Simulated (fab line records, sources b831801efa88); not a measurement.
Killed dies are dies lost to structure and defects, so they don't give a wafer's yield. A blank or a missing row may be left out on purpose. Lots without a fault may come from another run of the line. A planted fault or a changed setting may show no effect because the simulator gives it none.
Which tool did it? | flow sky130 | 11 lots, 33 wafers sampled, at 3 steps of a route of 708

WHAT THE GAUGES READ, wafer by wafer
SKY_LI_CONTACT_THK_MEAS_01.
lot  | measured     | on            | LI_CONTACT_HDPCVD_THK (nm)
L637 | day 28 09:37 | film_metro-02 | 943 944 932
L639 | day 29 07:48 | film_metro-01 | 930 918 929
L640 | day 29 14:32 | film_metro-02 | 923 930 934
L641 | day 30 04:43 | film_metro-04 | 934 934 932
L644 | day 31 02:23 | film_metro-01 | 931 935 932
L646 | day 31 14:31 | film_metro-02 | 929 936 1242
L652 | day 33 08:35 | film_metro-02 | 931 922 926
L654 | day 33 13:35 | film_metro-02 | 928 917 923
L655 | day 34 08:51 | film_metro-04 | 923 925 925
L658 | day 35 00:08 | film_metro-04 | 919 906 911
L660 | day 35 17:44 | film_metro-04 | 939 936 918

WHICH TOOL RAN EACH LOT (tool, then ch and the chambers of the sampled wafers, then the start)
lot  | SKY_LDD_HVP_STRIP_09                 | SKY_LI_CONTACT_HDPCVD_00
L637 | plasma_asher-04 ch 0,1, day 22 01:34 | hdpcvd-02 ch 0,1,2, day 28 09:31
L639 | plasma_asher-02 ch 0,1, day 23 01:45 | hdpcvd-01 ch 0,2, day 29 07:42
L640 | plasma_asher-02 ch 0,1, day 23 06:56 | hdpcvd-01 ch 0,1,2, day 29 14:27
L641 | plasma_asher-04 ch 0,1, day 24 00:46 | hdpcvd-01 ch 0,2, day 30 04:36
L644 | plasma_asher-04 ch 0,1, day 24 23:30 | hdpcvd-01 ch 0,2, day 31 02:17
L646 | plasma_asher-02 ch 0,1, day 25 13:26 | hdpcvd-02 ch 1,2, day 31 14:24
L652 | plasma_asher-02 ch 0, day 27 09:54   | hdpcvd-01 ch 0,2, day 33 08:29
L654 | plasma_asher-04 ch 0,1, day 27 15:00 | hdpcvd-01 ch 0,1,2, day 33 13:29
L655 | plasma_asher-04 ch 0, day 28 08:57   | hdpcvd-01 ch 0,1,2, day 34 08:45
L658 | plasma_asher-01 ch 0,1, day 29 04:37 | hdpcvd-01 ch 0,1, day 35 00:02
L660 | plasma_asher-01 ch 1, day 29 21:12   | hdpcvd-02 ch 0,2, day 35 17:38
- SKY_LDD_HVP_STRIP_09: strips in O2/N2.
- SKY_LI_CONTACT_HDPCVD_00: deposits PSG, target thk 930 nm, time 155 s.

THE ANSWER, worked out from the rows above alone
Rule: what is usual is taken from the lots themselves. Put in order of their means at a reading, lots are off if they are a third of the lots or fewer, leave a main group of 4 or more, and stand apart from it by a gap of 3 or more times the standard deviation of the main group's means; of several such gaps the widest counts. A main group whose means are all the same, to the digits that the tables above print for the reading, isn't used. A lot without any number at a reading at which 4 lots or more have one is off too. The other lots that the step has rows for count as sound.
Off: L646, at SKY_LI_CONTACT_THK_MEAS_01 (LI_CONTACT_HDPCVD_THK). The main group: mean 928 nm, standard deviation 7.1.
A tool fits if, at a process step before that reading, it ran every lot that is off, and no sound lot after the first of them. The gauges at SKY_LI_CONTACT_THK_MEAS_01 are tried like those tools. None of those tried fits.

WHAT THE SIMULATOR HAD PUT IN
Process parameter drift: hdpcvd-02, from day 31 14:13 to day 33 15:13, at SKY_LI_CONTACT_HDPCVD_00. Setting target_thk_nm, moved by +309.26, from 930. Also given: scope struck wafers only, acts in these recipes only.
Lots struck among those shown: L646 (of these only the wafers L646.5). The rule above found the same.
